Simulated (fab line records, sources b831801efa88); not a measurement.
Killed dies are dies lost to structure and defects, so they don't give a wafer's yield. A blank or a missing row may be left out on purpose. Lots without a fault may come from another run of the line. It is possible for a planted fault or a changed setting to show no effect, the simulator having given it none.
Problem report, 8D (eight disciplines) form, completed by code || flow sfq_line || the parts of the form that need people (team, actions taken, sign-off) are left out

== 1. THE ISSUE ==
M2_NB_RS at SFQ_M2_RS_MEAS_914 reads a mean of 0.533 ohm/sq on 4 wafers of 2 lots; wafers without a fault read 0.891 ohm/sq with a standard deviation of 0.01. Measured from the usual mean, that is -36 standard deviations.
The step: measures by four-point-probe.
First observed at day 26 16:07: wafer L458.4, on film_metro-01. Wafers with a number at this step in the record: 42, from 14 lots. Rule for "out" (also "out of limits"): further than 4 standard deviations from the usual mean. Any other wafer with a number is counted as sound.

== 2. WHAT THIS IS AND IS NOT ==
{"question": "which readings at this step", "is": "M2_NB_RS", "is not": "-"}
{"question": "which lots", "is": "L458, L459", "is not": "L448, L450, L451, L452, L455, L464, L466, L467, L468, L469, L470, L471"}
{"question": "which wafers of those lots", "is": "L458.4, L458.6, L459.4, L459.6", "is not": "L458.2, L459.5"}
{"question": "read on which gauges", "is": "film_metro-01", "is not": "film_metro-02, film_metro-03"}
{"question": "when", "is": "from day 26 16:07", "is not": "up to then (16 sound wafers); but 22 sound wafers of L459, L464, L466, L467, L468, L469, L470, L471 came after"}

== 3. SUSPECTS, AND WHAT RULES EACH OUT ==
Counting: a tool at a process step up to the reading stays a suspect if it ran every lot that is out. Sound lots after the first of them don't rule it out here, since some wafers of a struck lot are sound.
- ruled out: the gauge at SFQ_M2_RS_MEAS_914. All the wafers that are out were read on film_metro-01, but those of them that SFQ_TRILAYER_M2_ETCH_METAL_ETCH_060 has rows for are out there too, on other tools.
- pvd_sputter-03 at SFQ_TRILAYER_M2_DEP_SPUTTER_055 (material Nb, target thk 200 nm, time 133.3 s): kept. Ran every lot that is out, first one L458 (day 26 16:00); last sound lot up to then L452 (day 23 20:04).
The count leaves pvd_sputter-03 at SFQ_TRILAYER_M2_DEP_SPUTTER_055.

== 4. THE CAUSE (what the simulator had put in) ==
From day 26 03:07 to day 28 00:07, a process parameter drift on pvd_sputter-03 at SFQ_TRILAYER_M2_DEP_SPUTTER_055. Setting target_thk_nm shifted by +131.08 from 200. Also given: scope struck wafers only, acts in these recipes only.
This tool alone remained once counting was done.

== 5. THE CHAIN OF EFFECTS, in route order ==
One row per reading whose mean, taken over the struck wafers that have a number, lies over 3 standard deviations from the usual. Only readings for which the record gives a usual standard deviation are gone through. hours: the time from each lot's start at the first step in this table that gives one to its start at this step, as a median over the lots. sigmas: the change in usual standard deviations.
{"hours": 0, "step": "SFQ_M2_RS_MEAS_914", "reading": "M2_NB_RS", "usual": "0.891 ohm/sq", "on struck wafers": 0.533, "change": -0.358, "sigmas": -36}
{"hours": 155, "step": "SFQ_TRILAYER_M2_ETCH_METAL_ETCH_060", "reading": "oes_product_au", "usual": "0.894 a.u.", "on struck wafers": 0.998, "change": "+0.104", "sigmas": "+15"}
Its process steps:
- SFQ_TRILAYER_M2_ETCH_METAL_ETCH_060: etches Nb in Cl2/Ar, stops on SiO2, target depth 240 nm, time 120 s.
Later steps that measure or inspect, where all struck wafers having a row at the step show a number for every such reading and not one has moved that far: SFQ_M4_RS_MEAS_924.

== 6. HOW IT WOULD HAVE BEEN CAUGHT EARLIER ==
In this record the first reading out of limits at a measuring or inspecting step was taken at day 26 16:07, 13 hours after the fault began at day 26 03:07.
Tool readings at SFQ_TRILAYER_M2_DEP_SPUTTER_055 with a usual standard deviation given in the record: none out on any struck wafer, hence no alarm at a limit of 4 standard deviations on them.
Of the lots that are out (2), L459 began SFQ_TRILAYER_M2_DEP_SPUTTER_055 on pvd_sputter-03 after day 26 16:07. It would have been spared by a hold on the tool at that moment.
